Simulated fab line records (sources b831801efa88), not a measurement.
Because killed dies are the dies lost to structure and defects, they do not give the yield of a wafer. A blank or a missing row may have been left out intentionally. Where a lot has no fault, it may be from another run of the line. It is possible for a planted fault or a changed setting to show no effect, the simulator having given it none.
A lot that was struck, set against a sound lot    flow sky130    17 out of 708 route steps
Sound: wafers L141.2, L141.4, L141.6. Wafers struck: L149.1, L149.3, L149.5. Last of all comes the cause.
Each step with rows lists, per side, the tool, then ch with its chambers, then its first start. Under that, the readings that differ: sound wafers    struck wafers    difference of the means    sigmas: that difference in standard deviations of wafers without a fault.
alike: readings whose means differ by less than 2 such deviations, and words and numbers that are the same on both sides. not compared: withheld readings, readings that some wafer has no value for, bounds like >300 that may hide the same value, and numbers for which the record gives no deviation and whose values overlap.
A row with sigmas, a row that says differs or no value, or rows on one side alone: a step with any of these is where the two part. Numbers that don't overlap but have no deviation are shown without sigmas and don't part them. Lack of a reading on every wafer of one side parts them only where that side has two or more wafers.

first, 2 steps without rows for these wafers: SKY_NWELL_IMPLANT_12; SKY_NWELL_IMPLANT_13.
SKY_NWELL_STRIP_14: strips in O2/N2.
  sound on plasma_asher-01 ch 0,1, day 5 02:59; struck on plasma_asher-02 ch 0,1, day 6 21:56
  alike: drypump_motor_current_A, n2_flow_sccm, oes_product_au, strip_time_to_endpoint_s
  not compared: rf_hours_counter_h
SKY_NWELL_TW_MEAS_15:
  sound: film_metro-04 at day 5 03:06; struck: film_metro-04 at day 6 22:02
  alike: NWELL_TW
then, 7 steps without rows for these wafers: SKY_NWELL_DEHYDRATE_16 (time 60 s); SKY_NWELL_HMDS_17 (prime time 60 s); SKY_NWELL_COAT_18 (resist thk 3000 nm); SKY_NWELL_SOFTBAKE_19; SKY_NWELL_EXPOSE_20 (exposes mask NWM COMPLEMENT, target cd 840 nm); SKY_NWELL_PEB_21; SKY_NWELL_DEVELOP_22 (develop time 60 s).
SKY_NWELL_OVL_MEAS_23:
  sound: overlay-02 at day 5 21:32; struck: overlay-02 at day 7 17:30
  alike: NWELL_01_OVL
SKY_NWELL_IMPLANT_24:
  sound on implanter-04 ch 0, day 5 21:35; struck on implanter-04 ch 0, day 7 17:32
reading             sound                          struck                            difference   sigmas
dose_ions_cm2       9.228e+12 9.195e+12 9.193e+12  1.0406e+13 1.0415e+13 1.0424e+13  +1.2097e+12  +99 or more
faraday_current_uA  52.9 50.0 50.5                 56.5 61.0 58.7                    +7.6         +7
SKY_NWELL_STRIP_25: strips in O2/N2.
  sound on plasma_asher-01 ch 0,1, day 5 21:43; struck on plasma_asher-03 ch 0, day 7 17:41
  alike: drypump_motor_current_A, n2_flow_sccm, oes_product_au, strip_time_to_endpoint_s
  not compared: rf_hours_counter_h
SKY_NWELL_TW_MEAS_26:
  sound: film_metro-02 at day 5 21:50; struck: film_metro-01 at day 7 17:47
reading     sound              struck             difference  sigmas
NWELL_2_TW  500.4 499.9 503.1  514.3 514.2 517.6  +14.2       +5
then, 1 step without rows for these wafers: SKY_NWELL_CLEAN_27 (cleans in SC1/SC2, time 150 s).
-- the record jumps here: 41 days lie between the struck wafers' starts before and after (it left off in module NWELL and takes up again in module PAD_OPEN, whose first step shown is number 708 of the route) --
SKY_PAD_OPEN_PROBE_99:
  sound: prober-02 at day 47 02:50; struck: prober-01 at day 48 22:39
reading                                     sound                          struck                         difference  sigmas
model.etest.pfet_16v.r_on_ohm_um            1.479e+04 1.472e+04 1.459e+04  1.425e+04 1.426e+04 1.423e+04  -4.533e+02  
model.etest.res_pwell_under_gate.rs_ohm_sq  2282 2274 2288                 2064 2094 2098                 -196        
model.etest.res_nwell.width_nm (nm)         843.5 842.3 839.7              830.2 825.2 827.6              -14.2       
model.etest.pfet_16v.drive_ua_um            249.4 252.4 252.1              254.7 254.3 255.2              +3.4        
model.etest.field_n.vt_v (V)                35.39 35.09 34.53              38.14 38.31 37.91              +3.12       
  alike: killed_at_M0_to_M3, killed_at_M4_up, killed_at_contacts, killed_at_front_end, killed_at_other, killed_dies, killed_open, killed_short

WHERE THEY PART
First at SKY_NWELL_IMPLANT_24; last, within this record, at SKY_NWELL_TW_MEAS_26. Later steps at which nothing parts them and some readings are alike: SKY_PAD_OPEN_PROBE_99.

WHY: whatever the simulator had introduced
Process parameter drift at SKY_NWELL_IMPLANT_24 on implanter-04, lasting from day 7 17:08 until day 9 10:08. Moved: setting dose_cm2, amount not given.
